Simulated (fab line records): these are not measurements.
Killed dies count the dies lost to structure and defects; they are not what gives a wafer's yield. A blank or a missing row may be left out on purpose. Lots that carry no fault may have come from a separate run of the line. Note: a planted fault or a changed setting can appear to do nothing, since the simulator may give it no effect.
Lot-split experiment ; flow sky130 ; 5 lots, 23 wafers read, on a route of 708 steps

## ABOUT THE SPLIT
At SKY_SD_N_STRIP_11 (strips in O2/N2), the setting power w was moved away from the recipe's 1400 W on 5 of the 23 wafers read, by +3.6% to +9.4%. The other wafers ran this setting at the recipe's value.

The reading is taken at the split's own step.

## THE READING
oes product au, in a.u., at SKY_SD_N_STRIP_11 (strips in O2/N2). Typical for fault-free wafers on this fab line: 0.527 a.u., with standard deviation 0.0045 a.u.

wafer;tool, chamber at the split;power w as run, W;against the recipe;oes product au, a.u.;against lot-mates on the recipe
L074.2;plasma asher-02, 1;1400;recipe;0.526;-
L074.4;plasma asher-02, 1;1400;recipe;0.524;-
L074.5;plasma asher-02, 0;1400;recipe;0.521;-
L076.1;plasma asher-03, 1;1400;recipe;0.522;-
L076.2;plasma asher-03, 0;1400;recipe;0.526;-
L076.4;plasma asher-03, 1;1400;recipe;0.525;-
L076.5;plasma asher-03, 0;1400;recipe;0.523;-
L076.6;plasma asher-03, 1;1400;recipe;0.519;-
L081.1;plasma asher-03, 0;1400;recipe;0.525;-
L081.2;plasma asher-03, 1;1451;+3.6%;0.537;+0.010
L081.3;plasma asher-03, 0;1400;recipe;0.531;-
L081.5;plasma asher-03, 1;1451;+3.6%;0.536;+0.009
L081.6;plasma asher-03, 0;1400;recipe;0.525;-
L083.1;plasma asher-02, 0;1400;recipe;0.535;-
L083.2;plasma asher-02, 1;1400;recipe;0.538;-
L083.3;plasma asher-02, 0;1400;recipe;0.525;-
L083.4;plasma asher-02, 1;1400;recipe;0.533;-
L083.6;plasma asher-02, 0;1400;recipe;0.532;-
L085.1;plasma asher-04, 0;1532;+9.4%;0.550;+0.017
L085.2;plasma asher-04, 1;1400;recipe;0.535;-
L085.4;plasma asher-04, 0;1532;+9.4%;0.551;+0.018
L085.5;plasma asher-04, 0;1400;recipe;0.531;-
L085.6;plasma asher-04, 1;1532;+9.4%;0.551;+0.018

FIT RESULTS
A straight line over all 23 wafers: oes product au changes by +0.00245 a.u. for each +1% of power w; r = +0.86; the points scatter about the line by 0.0049 a.u.
The same after taking each lot's own level away (the mean of its wafers on the recipe; 23 wafers): +0.00192 a.u. for each +1%; r = +0.91; scatter 0.0029 a.u.
On that fit, the largest move of power w shifts the reading by 0.018 a.u.
From 0.5230 to 0.5330 a.u.: that is the span of the lots' own levels, equal to 2.2 times the standard deviation above.
Hence the slope depends on the lot-to-lot level, as the two fits are not the same.
Check: for one of the wafers moved furthest among these (+9.4%), held out of the fit, the line's prediction against its lot-mates is +0.0188 a.u. Against them it came out at +0.017 a.u.
Tool readings at the split's step, against how far the setting was moved: oes product au r = +0.86; strip time to endpoint s r = -1.00.

## THESE WAFERS: OTHER SPLITS
Note: prior to the reading, these wafers also went through further splits. Each is held against what the fit with the lots' levels taken away leaves over:
other split on the same wafers;wafers away from the commonest value;r with oes product au (lot level and that fit taken away)
SKY_POLY_CUT_EXPOSE_05 dose mj;8;-0.09
SKY_RES_XHIGH_COAT_02 resist thk nm;9;-0.15
SKY_RES_XHIGH_DEVELOP_06 dev temp c;10;-0.24

## THE WHOLE CHAIN: every reading that the file lists as answering this split, in the file's order
step;what it does;reading;change (the file's fit);r (the file's)
SKY_SD_N_STRIP_11;strips in O2/N2;oes product au;+0.00197 a.u. for each +1% of the setting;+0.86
SKY_SD_N_STRIP_11;strips in O2/N2;strip time to endpoint s;withheld for each +1% of the setting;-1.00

## FILE'S OWN FIT
oes product au changes by +0.00197 a.u. for each +1% of power w, r = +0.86.
